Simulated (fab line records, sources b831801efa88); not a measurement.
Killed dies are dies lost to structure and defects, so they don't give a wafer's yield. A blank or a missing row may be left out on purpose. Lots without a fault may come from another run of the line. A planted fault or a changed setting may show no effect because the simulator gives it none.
Problem report in the 8D (eight disciplines) form, filled by code | flow gf180mcu | the parts of the form that need people (team, actions taken, sign-off) are left out

1. THE PROBLEM
HV_LDD_CVD_56_THK at GF_HV_LDD_THK_MEAS_57 reads a mean of 134.1 nm on 6 wafers of 2 lots; wafers without a fault read 89.7 nm with a standard deviation of 0.87. That is +51 standard deviations from the usual mean.
First seen on wafer L869.2, day 15 14:14, on film_metro-04. The record holds 42 wafers of 14 lots with a number at this step. Rule for "out", or "out of limits": more than 4 standard deviations from the usual mean. The other wafers with a number count as sound.

2. WHAT IT IS AND WHAT IT IS NOT
question                    | is                           | is not
which readings at this step | HV_LDD_CVD_56_THK            | -
which lots                  | L869, L870                   | L860, L861, L862, L865, L866, L867, L868, L879, L880, L881, L882, L883
which wafers of those lots  | all that have a number       | -
read on which gauges        | film_metro-01, film_metro-04 | film_metro-03
when                        | from day 15 14:14            | up to then (21 sound wafers); but 15 sound wafers of L879, L880, L881, L882, L883 came after

3. SUSPECTS, AND WHAT RULES EACH OUT
Counting: a tool at a process step up to the reading stays a suspect if it ran every lot that is out and no sound lot after the first of them.
- the gauge at GF_HV_LDD_THK_MEAS_57: ruled out. The wafers that are out were read on 2 gauges (film_metro-01, film_metro-04).
- lpcvd-01 at GF_HV_LDD_CVD_56 (deposits Si3N4 from DCS/NH3, target thk 90 nm, time 1543 s): ruled out as a lasting fault. Sound lots L879, L880, L882 ran on it after its first lot that is out, L869 (day 15 12:47).
Left after counting: nothing in the record.

4. THE CAUSE (what the simulator had put in)
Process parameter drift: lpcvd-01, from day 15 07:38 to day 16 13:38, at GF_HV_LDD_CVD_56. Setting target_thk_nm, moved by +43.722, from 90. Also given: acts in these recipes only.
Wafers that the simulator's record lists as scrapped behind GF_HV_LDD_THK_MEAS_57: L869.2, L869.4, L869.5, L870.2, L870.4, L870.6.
Counting ruled it out, wrongly: the rule takes a fault to strike every lot that its tool runs from its start on, and this one did not.

5. THE CHAIN OF EFFECTS, in route order
Each row: a reading whose mean over the struck wafers that have a number lies more than 3 standard deviations from the usual. Only readings for which the record gives a usual standard deviation are gone through. hours: the time from each lot's start at the first step in this table that gives one to its start at this step, as a median over the lots. sigmas: the change in usual standard deviations.
hours | step                  | reading           | usual   | on struck wafers | change | sigmas
0     | GF_HV_LDD_THK_MEAS_57 | HV_LDD_CVD_56_THK | 89.7 nm | 134.1            | +44.4  | +51

6. WHAT WOULD HAVE CAUGHT IT SOONER
In this record the first reading out of limits at a measuring or inspecting step was taken at day 15 14:14, 7 hours after the fault began at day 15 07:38.
Of the tool readings at GF_HV_LDD_CVD_56 for which the record gives a usual standard deviation, none was out on any struck wafer, so an alarm limit of 4 standard deviations on them would not have fired.
